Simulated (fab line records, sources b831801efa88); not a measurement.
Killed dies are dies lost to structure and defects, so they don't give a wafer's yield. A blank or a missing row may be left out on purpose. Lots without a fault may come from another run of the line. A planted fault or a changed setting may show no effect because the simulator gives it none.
Which tool did it? | flow sky130 | 14 lots, 42 wafers sampled, at 3 steps of a route of 708

WHAT THE GAUGES READ, wafer by wafer
SKY_LOCAL_INTERCONNECT_THK_MEAS_02: measures by xrf. Usual: LOCAL_INTERCONNECT_TIN_THK 101.2 nm, standard deviation 1.3.
lot  | measured     | on            | LOCAL_INTERCONNECT_TIN_THK (nm) | flag
L782 | day 30 06:26 | film_metro-02 | 99.9 100.7 100.2                |
L783 | day 30 10:15 | film_metro-01 | 100.7 98.9 100.7                |
L785 | day 31 04:52 | film_metro-04 | 102.2 101.6 102.4               |
L788 | day 32 05:17 | film_metro-02 | 101.0 101.4 100.3               |
L789 | day 32 11:32 | film_metro-01 | 101.9 100.0 99.6                |
L790 | day 33 00:07 | film_metro-04 | 100.3 100.0 99.3                |
L791 | day 33 06:56 | film_metro-04 | 100.6 101.3 101.0               |
L794 | day 34 04:16 | film_metro-02 | 100.7 100.7 100.5               |
L797 | day 35 04:32 | film_metro-04 | 100.8 101.1 100.9               |
L798 | day 35 13:01 | film_metro-04 | 101.8 101.8 101.2               |
L799 | day 35 14:31 | film_metro-02 | 101.4 101.6 100.7               |
L800 | day 36 01:26 | film_metro-04 | 100.8 101.2 101.9               |
L801 | day 36 11:29 | film_metro-04 | 100.3 101.7 103.1               |
L802 | day 36 19:22 | film_metro-02 | 102.0 103.0 102.1               |

WHICH TOOL RAN EACH LOT (tool, then ch and the chambers of the sampled wafers, then the start)
lot  | SKY_LI_CONTACT_CMP_02         | SKY_LOCAL_INTERCONNECT_SPUTTER_00
L782 | cmp-01 ch 0,2,3, day 28 23:44 | pvd_sputter-02, day 30 06:14
L783 | cmp-01 ch 1,2, day 29 03:48   | pvd_sputter-04, day 30 10:03
L785 | cmp-01 ch 1,2,3, day 30 00:23 | pvd_sputter-02, day 31 04:41
L788 | cmp-01 ch 0,2, day 30 23:33   | pvd_sputter-02, day 32 05:05
L789 | cmp-02 ch 2,3, day 31 06:02   | pvd_sputter-03, day 32 11:20
L790 | cmp-02 ch 0,2,3, day 31 19:12 | pvd_sputter-02, day 32 23:56
L791 | cmp-02 ch 0,2,3, day 32 01:35 | pvd_sputter-03, day 33 06:44
L794 | cmp-01 ch 1,3, day 32 23:29   | pvd_sputter-02, day 34 04:05
L797 | cmp-01 ch 0,1,2, day 34 00:38 | pvd_sputter-02, day 35 04:20
L798 | cmp-02 ch 2,3, day 34 09:07   | pvd_sputter-02, day 35 12:50
L799 | cmp-02 ch 1,2,3, day 34 10:48 | pvd_sputter-02, day 35 14:18
L800 | cmp-02 ch 0,1,2, day 34 21:33 | pvd_sputter-02, day 36 01:15
L801 | cmp-01 ch 1,2,3, day 35 07:09 | pvd_sputter-03, day 36 11:17
L802 | cmp-01 ch 0,1,3, day 35 15:44 | pvd_sputter-02, day 36 19:11
- SKY_LI_CONTACT_CMP_02: polishes PSG.
- SKY_LOCAL_INTERCONNECT_SPUTTER_00: material TiN, target thk 100 nm, time 83.3 s.

WHAT THE TOOLS THEMSELVES READ (means of the sampled wafers that have a number; where no wafer has one, the mark that the record gives instead)
SKY_LI_CONTACT_CMP_02. Usual: motor_current_A 12.0 A, standard deviation 1.6; time_to_endpoint_s 36.8 s, standard deviation 2.9.
lot  | tool   | motor_current_A (A) | time_to_endpoint_s (s) | flag
L782 | cmp-01 | 13.3                | 35.1                   |
L783 | cmp-01 | 12.6                | 35.5                   |
L785 | cmp-01 | 13.3                | 34.4                   |
L788 | cmp-01 | 14.1                | 34.3                   |
L789 | cmp-02 | 11.3                | 37.5                   |
L790 | cmp-02 | 11.0                | 36.8                   |
L791 | cmp-02 | 10.8                | 37.6                   |
L794 | cmp-01 | 12.9                | 35.3                   |
L797 | cmp-01 | 13.5                | 31.9                   |
L798 | cmp-02 | 11.5                | 36.1                   |
L799 | cmp-02 | 10.9                | 37.6                   |
L800 | cmp-02 | 10.2                | 38.0                   |
L801 | cmp-01 | 13.4                | 38.0                   |
L802 | cmp-01 | 13.4                | 35.4                   |

SKY_LOCAL_INTERCONNECT_SPUTTER_00. Usual: cathode_dc_power_W 6499.9 W, standard deviation 1.2; throttle_valve_pct 30.0 %, standard deviation 0.94.
lot  | tool           | cathode_dc_power_W (W) | throttle_valve_pct (%) | flag
L782 | pvd_sputter-02 | 6498.3                 | 29.4                   |
L783 | pvd_sputter-04 | 6499.1                 | 30.3                   |
L785 | pvd_sputter-02 | 6499.9                 | 30.1                   |
L788 | pvd_sputter-02 | 6499.9                 | 30.4                   |
L789 | pvd_sputter-03 | 6500.4                 | 30.4                   |
L790 | pvd_sputter-02 | 6501.1                 | 30.1                   |
L791 | pvd_sputter-03 | 6499.8                 | 29.4                   |
L794 | pvd_sputter-02 | 6499.8                 | 30.7                   |
L797 | pvd_sputter-02 | 6500.8                 | 29.3                   |
L798 | pvd_sputter-02 | 6499.6                 | 30.2                   |
L799 | pvd_sputter-02 | 6498.8                 | 29.4                   |
L800 | pvd_sputter-02 | 6499.4                 | 29.3                   |
L801 | pvd_sputter-03 | 6501.0                 | 30.4                   |
L802 | pvd_sputter-02 | 6499.8                 | 29.3                   |

THE ANSWER, worked out from the rows above alone
Rule: a lot is off if the mean of its wafers that have a number lies more than 3 standard deviations from the usual mean. A lot without any number at a reading at which 4 lots or more have one is off too. The other lots that the step has rows for count as sound. The gauges are gone through in route order, then the tools' own readings, and for those a lot's mean is taken as printed above. The first step at which some lot is off is used, and at that step the reading that is off furthest; a lot without a number counts as furthest.
No lot is off at any reading shown: from this, nothing can be told.

WHAT THE SIMULATOR HAD PUT IN
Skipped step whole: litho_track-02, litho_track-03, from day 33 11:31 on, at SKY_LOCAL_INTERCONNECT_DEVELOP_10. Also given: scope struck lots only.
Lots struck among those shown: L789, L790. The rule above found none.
